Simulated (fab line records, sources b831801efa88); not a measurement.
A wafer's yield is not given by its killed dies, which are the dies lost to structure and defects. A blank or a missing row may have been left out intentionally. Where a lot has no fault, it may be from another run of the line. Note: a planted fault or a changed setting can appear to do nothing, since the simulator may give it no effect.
One fault seen from 2 desks	flow gf180mcu	each desk has only its own numbers; what lay behind them comes last

== THE TOOL OWNER'S DESK: lithoTrack-04 ==
The tool's own readings at GF_V4_COAT_09 (resist thk 1000 nm): means of the sampled wafers that have a number, for each lot that ran on this tool. A lot is out of limits, marked OUT, if its mean lies more than 4 standard deviations from the usual mean; the brackets give that distance.
Columns: A = dispensePressureKPa at GF_V4_COAT_09, usual 52.8 kPa
lot	first seen here	A
L414	day 25 01:00	55.9
L418	day 26 16:00	55.8
L424	day 28 02:00	55.8
This desk's finding: nothing out of limits on any of the 3 lots.

== METROLOGY DESK ==
What the gauges read, lot by lot, whatever tool the lot ran on: means of the sampled wafers that have a number. A lot is out of limits, marked OUT, if its mean lies more than 4 standard deviations from the usual mean; the brackets give that distance.
Columns: A = M4_OVL at GF_M4_OVL_MEAS_15, usual 3 nm; B = V4_W_RS at GF_V4_RS_MEAS_24, usual 0.3293 ohm/sq
lot	first seen here	A	B
L412	day 23 09:54	6	0.3311
L413	day 24 08:07	6	0.3282
L414	day 24 13:33	-0	0.3296
L415	day 24 21:59	3	0.3316
L416	day 25 09:04	7	0.3297
L417	day 25 23:35	12	0.3283
L418	day 26 04:54	5	0.3333
L419	day 26 06:54	1	0.3266
L424	day 27 15:39	5	0.3316
L433	day 30 09:57	0	0.3302
L435	day 30 18:56	-1	0.3254
This desk's finding: nothing out of limits on any of the 11 lots.

== BROUGHT TOGETHER ==
The tool owner's desk saw nothing out of limits.
The metrology desk saw nothing out of limits.

== WHAT THE SIMULATOR HAD INSERTED ==
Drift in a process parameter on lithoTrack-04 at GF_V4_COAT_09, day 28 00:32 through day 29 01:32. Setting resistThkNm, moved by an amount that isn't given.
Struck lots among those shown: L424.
